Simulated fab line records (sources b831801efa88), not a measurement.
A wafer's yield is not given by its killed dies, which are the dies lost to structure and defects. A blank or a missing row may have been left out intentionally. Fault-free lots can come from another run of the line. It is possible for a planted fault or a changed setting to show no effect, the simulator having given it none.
Code-filled problem report in 8D (eight disciplines) form + flow sky130 + the parts of the form that need people (team, actions taken, sign-off) are left out

## 1. WHAT WENT WRONG
Mean VIA1_HDPCVD_THK at SKY_VIA1_THK_MEAS_01: 505 nm over 2 wafers in 2 lots; fault-free wafers: 1027 nm, standard deviation 10. That is -52 standard deviations from the usual mean.
Seen first at day 37 06:07 on film_metro-04, wafer L654.1. The record holds 36 wafers of 12 lots with a number at this step. Rule for "out" (also "out of limits"): further than 4 standard deviations from the usual mean. The other wafers with a number count as sound.

## 2. WHAT IT IS, AND WHAT IT ISN'T
| question                    | is                | is not                                                                                 |
|-----------------------------|-------------------|----------------------------------------------------------------------------------------|
| which readings at this step | VIA1_HDPCVD_THK   | -                                                                                      |
| which lots                  | L654, L655        | L640, L641, L643, L647, L648, L652, L653, L658, L660, L663                             |
| which wafers of those lots  | L654.1, L655.1    | L654.3, L654.6, L655.3, L655.5                                                         |
| read on which gauges        | film_metro-04     | film_metro-01, film_metro-03                                                           |
| when                        | from day 37 06:07 | up to then (23 sound wafers); but 11 sound wafers of L655, L658, L660, L663 came after |

## 3. SUSPECTS, AND WHAT RULES EACH OUT
Counting: if a tool at a process step up to the reading ran every lot that is out, it stays a suspect. Sound lots after the first of them don't rule it out here, since some wafers of a struck lot are sound.
- the gauge at SKY_VIA1_THK_MEAS_01 is ruled out. All the wafers that are out were read on film_metro-04, but those of them that SKY_VIA1_HDPCVD_00 has rows for are out there too, on other tools.
- rie_metal-04 at SKY_METAL1_DESCUM_17 (chemistry O2, time 8 s): kept. It processed each lot that is out (first: L654, day 37 05:13); up to then, its last sound lot is L652 (day 36 22:10).
- hdpcvd-01 at SKY_VIA1_HDPCVD_00 (deposits SiO2, target thk 1030 nm, time 171.7 s): kept. It processed each lot that is out (first: L654, day 37 06:00); up to then, its last sound lot is L648 (day 35 11:41). On those wafers its own readings are out: sih4_flow_sccm.
- In hdpcvd-01 at SKY_VIA1_HDPCVD_00, the wafers that are out were processed in chamber 0 and their sound lot-mates in chambers 1, 2.
Remaining after the count are rie_metal-04 at SKY_METAL1_DESCUM_17 and hdpcvd-01 at SKY_VIA1_HDPCVD_00.

## 4. THE CAUSE (what the simulator had put in)
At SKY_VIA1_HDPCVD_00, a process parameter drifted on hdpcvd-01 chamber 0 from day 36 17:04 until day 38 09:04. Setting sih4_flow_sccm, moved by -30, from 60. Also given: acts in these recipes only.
Of the 2 suspects that counting leaves, this tool is one.

## 5. THE CHAIN OF EFFECTS, in route order
Rows list readings where the struck wafers' mean (over those with a number) sits beyond 3 standard deviations from the usual. Only readings for which the record gives a usual standard deviation are gone through. hours: the time from each lot's start at the first step in this table that gives one to its start at this step, as a median over the lots. sigmas: the change in usual standard deviations.
| hours | step                 | reading         | usual      | on struck wafers | change | sigmas      |
|-------|----------------------|-----------------|------------|------------------|--------|-------------|
| 0     | SKY_VIA1_HDPCVD_00   | sih4_flow_sccm  | 59.99 sccm | 30.27            | -29.72 | -99 or more |
| 0     | SKY_VIA1_THK_MEAS_01 | VIA1_HDPCVD_THK | 1027 nm    | 505              | -522   | -52         |
It contains these process steps:
- SKY_VIA1_HDPCVD_00: deposits SiO2, target thk 1030 nm, time 171.7 s.

## 6. WHAT WOULD HAVE CAUGHT IT SOONER
The first out-of-limits reading at a measuring or inspecting step in this record came at day 37 06:07, 13 hours after the fault's start at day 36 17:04.
The tool's own readings at SKY_VIA1_HDPCVD_00 were out on every struck wafer that the step has a row for (sih4_flow_sccm): an alarm limit on them would have fired on the first of those.
Lots out: 2; of these, L655 started SKY_VIA1_HDPCVD_00 on hdpcvd-01 after day 37 06:07. It would have been spared by a hold on the tool at that moment.
